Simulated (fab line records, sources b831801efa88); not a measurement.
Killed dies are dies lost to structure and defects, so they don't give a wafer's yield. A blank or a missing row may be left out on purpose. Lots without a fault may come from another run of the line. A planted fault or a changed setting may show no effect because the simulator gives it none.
A sampling plan put to the test | flow sky130 | one fab line, 15 faults that these records tell of, each judged on the records of the lots that it struck
The plan is the line's own looks: the steps of the route at which a gauge or an inspection reads the wafer and doesn't change it. A look can be judged if struck wafers have a number there and the file gives its usual mean and standard deviation on fault-free wafers. Caught: at a look after the fault's first step, the mean of the struck wafers lies 4 or more of those standard deviations (sigma) from the usual mean. On the tool: the same test on the tool's own readings at the fault's steps. Another recipe on the struck wafers, or a record that is blank for them alone, also counts as caught.

THE FAULTS, as the simulator had put them in
1. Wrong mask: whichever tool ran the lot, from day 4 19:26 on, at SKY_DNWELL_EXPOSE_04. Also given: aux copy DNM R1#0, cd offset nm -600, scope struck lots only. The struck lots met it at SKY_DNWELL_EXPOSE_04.
2. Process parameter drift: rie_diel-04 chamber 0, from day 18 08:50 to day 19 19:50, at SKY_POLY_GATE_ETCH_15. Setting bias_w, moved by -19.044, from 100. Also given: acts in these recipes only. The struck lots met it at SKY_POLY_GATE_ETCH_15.
3. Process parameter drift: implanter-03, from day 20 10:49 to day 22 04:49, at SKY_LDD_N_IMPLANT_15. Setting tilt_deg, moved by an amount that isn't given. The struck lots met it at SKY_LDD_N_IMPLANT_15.
4. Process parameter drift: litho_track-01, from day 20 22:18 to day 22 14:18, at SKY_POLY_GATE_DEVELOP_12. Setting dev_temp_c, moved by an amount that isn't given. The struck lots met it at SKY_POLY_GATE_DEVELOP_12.
5. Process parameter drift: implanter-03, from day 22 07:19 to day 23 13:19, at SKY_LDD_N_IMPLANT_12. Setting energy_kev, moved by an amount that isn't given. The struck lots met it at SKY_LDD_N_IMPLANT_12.
6. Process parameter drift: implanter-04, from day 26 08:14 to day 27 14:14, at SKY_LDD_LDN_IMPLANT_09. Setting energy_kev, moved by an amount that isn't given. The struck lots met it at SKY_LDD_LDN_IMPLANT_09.
7. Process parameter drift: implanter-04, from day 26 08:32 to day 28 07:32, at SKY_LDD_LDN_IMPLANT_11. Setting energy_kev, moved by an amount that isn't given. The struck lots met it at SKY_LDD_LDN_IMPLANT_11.
8. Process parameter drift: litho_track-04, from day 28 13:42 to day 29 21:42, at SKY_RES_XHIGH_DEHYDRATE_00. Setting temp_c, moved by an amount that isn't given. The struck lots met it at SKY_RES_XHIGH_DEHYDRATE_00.
9. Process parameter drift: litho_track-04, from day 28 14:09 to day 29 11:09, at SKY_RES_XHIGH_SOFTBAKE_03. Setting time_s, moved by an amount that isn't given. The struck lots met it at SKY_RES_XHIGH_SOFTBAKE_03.
10. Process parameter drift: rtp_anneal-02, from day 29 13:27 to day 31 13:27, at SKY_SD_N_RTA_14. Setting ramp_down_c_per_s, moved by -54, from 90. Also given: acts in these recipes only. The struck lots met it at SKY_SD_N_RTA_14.
11. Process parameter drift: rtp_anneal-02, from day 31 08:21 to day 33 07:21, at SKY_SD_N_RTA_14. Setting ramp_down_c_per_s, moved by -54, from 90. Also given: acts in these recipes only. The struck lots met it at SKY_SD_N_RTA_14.
12. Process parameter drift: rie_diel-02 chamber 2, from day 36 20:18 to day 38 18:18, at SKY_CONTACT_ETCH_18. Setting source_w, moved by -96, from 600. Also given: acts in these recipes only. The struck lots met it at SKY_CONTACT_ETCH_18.
13. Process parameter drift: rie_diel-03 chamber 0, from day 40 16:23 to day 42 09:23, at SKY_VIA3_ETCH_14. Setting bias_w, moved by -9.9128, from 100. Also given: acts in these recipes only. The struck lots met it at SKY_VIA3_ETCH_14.
14. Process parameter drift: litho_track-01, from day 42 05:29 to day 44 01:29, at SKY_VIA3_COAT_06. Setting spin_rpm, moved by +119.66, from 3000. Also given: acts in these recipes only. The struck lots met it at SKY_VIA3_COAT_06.
15. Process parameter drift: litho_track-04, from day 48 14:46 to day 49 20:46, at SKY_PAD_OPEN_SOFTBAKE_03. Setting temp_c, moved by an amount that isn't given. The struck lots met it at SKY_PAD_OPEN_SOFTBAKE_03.

WHAT THE PLAN SAW
fault | on the tool itself                       | first look that catches it                   | reading, sigma | median hours from its first step to that look | hours from the fault's start to the first struck lot there | judged looks passed uncaught
1     | under 2 sigma                            | no look after it can be judged               | -              | -                                             | -                                                          | 0
2     | bias_w -66 sigma                         | no look after it can be judged               | -              | -                                             | -                                                          | 0
3     | tilt_deg -99 or beyond sigma             | no look after it can be judged               | -              | -                                             | -                                                          | 0
4     | developer_temp_C -21 sigma               | no look after it can be judged               | -              | -                                             | -                                                          | 0
5     | beam_energy_keV -99 or beyond sigma      | no look after it can be judged               | -              | -                                             | -                                                          | 0
6     | beam_energy_keV +99 or beyond sigma      | no look after it can be judged               | -              | -                                             | -                                                          | 0
7     | beam_energy_keV +99 or beyond sigma      | not the one look that can be judged after it | -              | -                                             | -                                                          | 1
8     | heater_power_total_W +43 sigma           | not the one look that can be judged after it | -              | -                                             | -                                                          | 1
9     | heater_power_total_W +99 or beyond sigma | no look after it can be judged               | -              | -                                             | -                                                          | 0
10    | ramp_down_c_per_s -99 or beyond sigma    | no look after it can be judged               | -              | -                                             | -                                                          | 0
11    | ramp_down_c_per_s -99 or beyond sigma    | no look after it can be judged               | -              | -                                             | -                                                          | 0
12    | rf_fwd_power_W -38 sigma                 | no look after it can be judged               | -              | -                                             | -                                                          | 0
13    | bias_w -36 sigma                         | no look after it can be judged               | -              | -                                             | -                                                          | 0
14    | spin_speed_rpm +48 sigma                 | no look after it can be judged               | -              | -                                             | -                                                          | 0
15    | plate_temp_C -11 sigma                   | no look after it can be judged               | -              | -                                             | -                                                          | 0
A dash: the fault isn't caught, or these records don't give the number.

Caught at a look: 0 of 15. Caught on the tool: 14 of 15. By one or the other: 14 of 15.
Caught on the tool alone: faults 2, 3, 4, 5, 6, 7, 8, 9, 10, 11, 12, 13, 14, 15.
Caught by neither: fault 1.
